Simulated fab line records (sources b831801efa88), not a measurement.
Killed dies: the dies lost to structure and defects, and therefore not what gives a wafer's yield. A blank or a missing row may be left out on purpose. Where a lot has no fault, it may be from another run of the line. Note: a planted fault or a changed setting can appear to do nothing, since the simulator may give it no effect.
2 desks, one fault + flow sky130 + numbers are kept per desk, each desk with only its own; the story behind them comes last

THE METROLOGY DESK
What the gauges read, lot by lot, whatever tool the lot ran on: means of the sampled wafers that have a number. A lot is out of limits, marked OUT, if its mean lies more than 4 standard deviations from the usual mean; the brackets give that distance.
Columns: A = cdNm at SKY_VT_ADJUST_NCORE_CD_MEAS_07, usual 380.4 nm; B = POLY_GATE_CVD_03_THK at SKY_POLY_GATE_THK_MEAS_04, usual 75.0 nm
| lot  | first seen here | A     | B    |
|------|-----------------|-------|------|
| L246 | day 8 15:23     | 383.1 | 75.7 |
| L247 | day 8 22:35     | 380.8 | 75.8 |
| L252 | day 10 12:55    | 378.5 | 74.7 |
| L254 | day 11 01:02    | 378.0 | 73.5 |
| L255 | day 11 04:38    | 376.9 | 74.9 |
| L256 | day 11 08:52    | 381.9 | 74.3 |
| L260 | day 12 14:41    | 381.8 | 75.5 |
| L262 | day 13 06:11    | 376.8 | 75.6 |
| L264 | day 13 21:32    | 378.3 | 75.5 |
| L265 | day 14 05:01    | 378.8 | 75.6 |
| L266 | day 14 12:10    | 382.1 | 75.4 |
| L267 | day 14 21:47    | 382.5 | 75.4 |
| L269 | day 15 09:42    | 378.7 | 75.5 |
This desk's finding: nothing out of limits on any of the 13 lots.

TOOL OWNER'S DESK, implanter-01
SKY_LDD_N_IMPLANT_09, tool's own readings: per-lot mean of the sampled wafers with a number, covering each lot this tool ran. A lot is out of limits, marked OUT, if its mean lies more than 4 standard deviations from the usual mean; the brackets give that distance.
Columns: A = beamEnergyKeV at SKY_LDD_N_IMPLANT_09, usual 20.001; B = faradayCurrentUA at SKY_LDD_N_IMPLANT_09, usual 422
| lot  | first seen here | A                        | B   |
|------|-----------------|--------------------------|-----|
| L246 | day 17 17:10    | 20.006                   | 430 |
| L252 | day 20 09:07    | 20.004                   | 422 |
| L255 | day 21 00:28    | 17.756 (-99 or more) OUT | 427 |
| L256 | day 21 06:46    | 17.756 (-99 or more) OUT | 415 |
| L264 | day 24 08:46    | 20.002                   | 417 |
| L266 | day 24 19:40    | 19.999                   | 428 |
| L267 | day 25 22:34    | 20.006                   | 415 |
Finding of this desk: L255, L256 out of limits; the first was L255 at day 21 00:28, on beamEnergyKeV at SKY_LDD_N_IMPLANT_09. Within limits: L246, L252, L264, L266, L267.

TAKEN TOGETHER
At day 21 00:28, on L255, L256, the tool owner's desk was in a position to raise an alarm.
At the metrology desk, nothing out of limits was observed.
The metrology desk has L255, L256 on record, within its limits.
SKY_LDD_N_IMPLANT_09 was run on implanter-01 by each of the lots named.

WHAT WAS PUT IN BY THE SIMULATOR
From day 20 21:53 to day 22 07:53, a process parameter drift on implanter-01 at SKY_LDD_N_IMPLANT_09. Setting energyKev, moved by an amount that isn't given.
Shown lots that were struck: L255, L256.
Each desk's first reading out of limits, in hours after the fault started: the tool owner's desk, 3.
